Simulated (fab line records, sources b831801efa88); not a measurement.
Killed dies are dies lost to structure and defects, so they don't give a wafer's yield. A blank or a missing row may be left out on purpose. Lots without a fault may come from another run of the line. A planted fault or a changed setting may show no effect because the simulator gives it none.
Which tool did it? | flow sky130 | 6 lots, 18 wafers sampled, at 4 steps of a route of 708

WHAT THE GAUGES READ, wafer by wafer
SKY_LDD_LDN_TW_MEAS_13.
lot  | measured     | on            | LDD_LDN_TW
L659 | day 23 06:35 | film_metro-02 | 1496 1491 1492
L663 | day 25 06:30 | film_metro-02 | 1489 1503 1495
L668 | day 26 12:03 | film_metro-04 | 1469 1467 1461
L669 | day 28 13:58 | film_metro-02 | 1488 1488 1492
L673 | day 28 18:19 | film_metro-03 | 1589 1582 1590
L680 | day 30 10:28 | film_metro-04 | 1468 1471 1469

WHICH TOOL RAN EACH LOT (tool, then ch and the chambers of the sampled wafers, then the start)
lot  | SKY_LDD_HVP_STRIP_09                 | SKY_LDD_LDN_IMPLANT_09          | SKY_LDD_LDN_STRIP_12
L659 | plasma_asher-03 ch 1, day 21 23:37   | implanter-04 ch 0, day 23 06:02 | plasma_asher-04 ch 0,1, day 23 06:29
L663 | plasma_asher-01 ch 0,1, day 23 23:25 | implanter-04 ch 0, day 25 05:57 | plasma_asher-04 ch 0,1, day 25 06:24
L668 | plasma_asher-03 ch 0,1, day 25 06:18 | implanter-02 ch 0, day 26 11:32 | plasma_asher-01 ch 0,1, day 26 11:58
L669 | plasma_asher-01 ch 0,1, day 27 08:58 | implanter-01 ch 0, day 28 13:25 | plasma_asher-03 ch 0,1, day 28 13:52
L673 | plasma_asher-01 ch 0, day 27 12:47   | implanter-04 ch 0, day 28 17:27 | plasma_asher-04 ch 0,1, day 28 18:13
L680 | plasma_asher-01 ch 0,1, day 29 05:13 | implanter-04 ch 0, day 30 09:55 | plasma_asher-01 ch 0,1, day 30 10:22
- SKY_LDD_HVP_STRIP_09: strips in O2/N2.
- SKY_LDD_LDN_IMPLANT_09
- SKY_LDD_LDN_STRIP_12: strips in O2/N2.

THE ANSWER, worked out from the rows above alone
Rule: what is usual is taken from the lots themselves. Put in order of their means at a reading, lots are off if they are a third of the lots or fewer, leave a main group of 4 or more, and stand apart from it by a gap of 3 or more times the standard deviation of the main group's means; of several such gaps the widest counts. A main group whose means are all the same, to the digits that the tables above print for the reading, isn't used. A lot without any number at a reading at which 4 lots or more have one is off too. The other lots that the step has rows for count as sound.
Off: L673, at SKY_LDD_LDN_TW_MEAS_13 (LDD_LDN_TW). The main group: mean 1483, standard deviation 13.
A tool fits if, at a process step before that reading, it ran every lot that is off, and no sound lot after the first of them. The gauges at SKY_LDD_LDN_TW_MEAS_13 are tried like those tools. Can't be told from this: 2 tools fit, plasma_asher-04 at SKY_LDD_LDN_STRIP_12, film_metro-03 at SKY_LDD_LDN_TW_MEAS_13.

WHAT THE SIMULATOR HAD PUT IN
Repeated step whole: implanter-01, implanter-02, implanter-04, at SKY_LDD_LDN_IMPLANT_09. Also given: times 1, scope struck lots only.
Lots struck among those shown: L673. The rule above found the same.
